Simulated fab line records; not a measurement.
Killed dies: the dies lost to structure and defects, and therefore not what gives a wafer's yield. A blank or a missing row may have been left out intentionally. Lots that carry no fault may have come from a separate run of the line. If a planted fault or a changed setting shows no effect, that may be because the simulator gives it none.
2 desks, one fault -- flow gf180mcu -- numbers are kept per desk, each desk with only its own; the story behind them comes last

== AT THE METROLOGY DESK ==
Lot by lot, what the gauges showed, no matter which tool ran the lot: averages of those sampled wafers that carry a number. Any lot whose mean is over 4 standard deviations away from the usual mean is out of limits and marked OUT; that distance is given in the brackets.
Columns: A = STI_OXIDATION_02_THK at GF_STI_THK_MEAS_30, usual 9.98 nm; B = DNWELL_TW at GF_DNWELL_TW_MEAS_09, usual 1350; C = NWELL_OVL at GF_NWELL_OVL_MEAS_07, usual 1.4 nm; D = NWELL_TW at GF_NWELL_TW_MEAS_11, usual 1577; E = LVPWELL_OVL at GF_LVPWELL_OVL_MEAS_07, usual -0.6 nm; F = LVPWELL_TW at GF_LVPWELL_TW_MEAS_11, usual 562
lot,first seen here,A,B,C,D,E,F
L427,day 2 12:19,10.17,1363,1.8,1582,-1.0,555
L428,day 2 17:11,9.68,1350,0.6,1589,0.5,562
L433,day 3 19:01,9.84,1346,-0.5,1585,-1.2,564
L434,day 3 23:38,9.90,1342,0.6,1558,1.5,554
L442,day 5 16:14,10.13,1326,1.5,1563,-0.7,565
L445,day 6 08:13,10.26,1357,1.6,1553,-0.4,563
This desk's verdict: no lot among the 6 shows anything out of limits.

== AT THE TOOL OWNER'S DESK: implanter-04 ==
GF_DNWELL_IMPLANT_07, tool's own readings: per-lot mean of the sampled wafers with a number, covering each lot this tool ran. Any lot whose mean is over 4 standard deviations away from the usual mean is out of limits and marked OUT; that distance is given in the brackets.
Columns: A = beam-energy-keV at GF_DNWELL_IMPLANT_07, usual 1499.9
lot,first seen here,A
L427,day 3 00:16,1500.3
L433,day 4 09:05,1499.8
L434,day 4 12:56,1499.5
This desk's verdict: no lot among the 3 shows anything out of limits.

== TAKEN TOGETHER ==
Metrology desk: nothing out of limits seen.
The desk of the tool owner found nothing out of limits.

== WHAT THE SIMULATOR PUT IN ==
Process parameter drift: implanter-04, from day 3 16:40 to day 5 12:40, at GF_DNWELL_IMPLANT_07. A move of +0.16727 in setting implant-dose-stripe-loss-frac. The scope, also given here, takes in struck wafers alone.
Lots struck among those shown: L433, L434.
